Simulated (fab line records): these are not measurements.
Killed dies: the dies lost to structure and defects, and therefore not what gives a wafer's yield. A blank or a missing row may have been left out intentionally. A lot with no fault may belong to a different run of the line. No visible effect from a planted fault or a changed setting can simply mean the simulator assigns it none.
Chamber matching    flow sky130    4 sister chambers for SKY_FIELD_ISO_CMP_27 on cmp-01
The step polishes, stops on Si3N4, t overpolish 16 s, target thk 457.8 nm. 4 wafers are shown with their chamber, then 7 later ones without.

WAFERS PAIRED WITH THEIR CHAMBERS
wafer   chamber  motor_current_A (A)
L619.2  1        11.7
L626.1  0        15.0
L628.2  2        12.1
L628.4  3        13.0

WAFERS WITH NO CHAMBER GIVEN
wafer   motor_current_A (A)
L628.6  15.7
L634.1  14.8
L634.2  12.5
L634.4  11.9
L637.2  11.8
L637.5  12.6
L637.6  11.9

EACH ONE'S CHAMBER
wafer   from the rows above           in truth
L628.6  0                             0
L634.1  0                             0
L634.2  can't be placed: 2 or 3 or 1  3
L634.4  can't be placed: 2 or 1       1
L637.2  can't be placed: 1 or 2       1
L637.5  can't be placed: 3 or 2 or 1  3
L637.6  can't be placed: 2 or 1       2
Placed correctly: 2 of 7. Unplaceable from these rows: 5, with the true chamber sitting among the candidates in 5. Number placed wrongly: 0.
How it was worked out, from the rows above alone: a wafer's distance from a chamber is the root of the sum, over the readings, of the square of ((its reading less the chamber's mean) divided by the reading's scatter). The wafer belongs to the nearest chamber; if the next one is less than 2 further off, it can't be placed. The mean given for a chamber averages the wafers shown for that chamber. The scatter: with one shown wafer a chamber, the root of the mean of the squares of how far each hidden wafer lies from its nearest shown one.
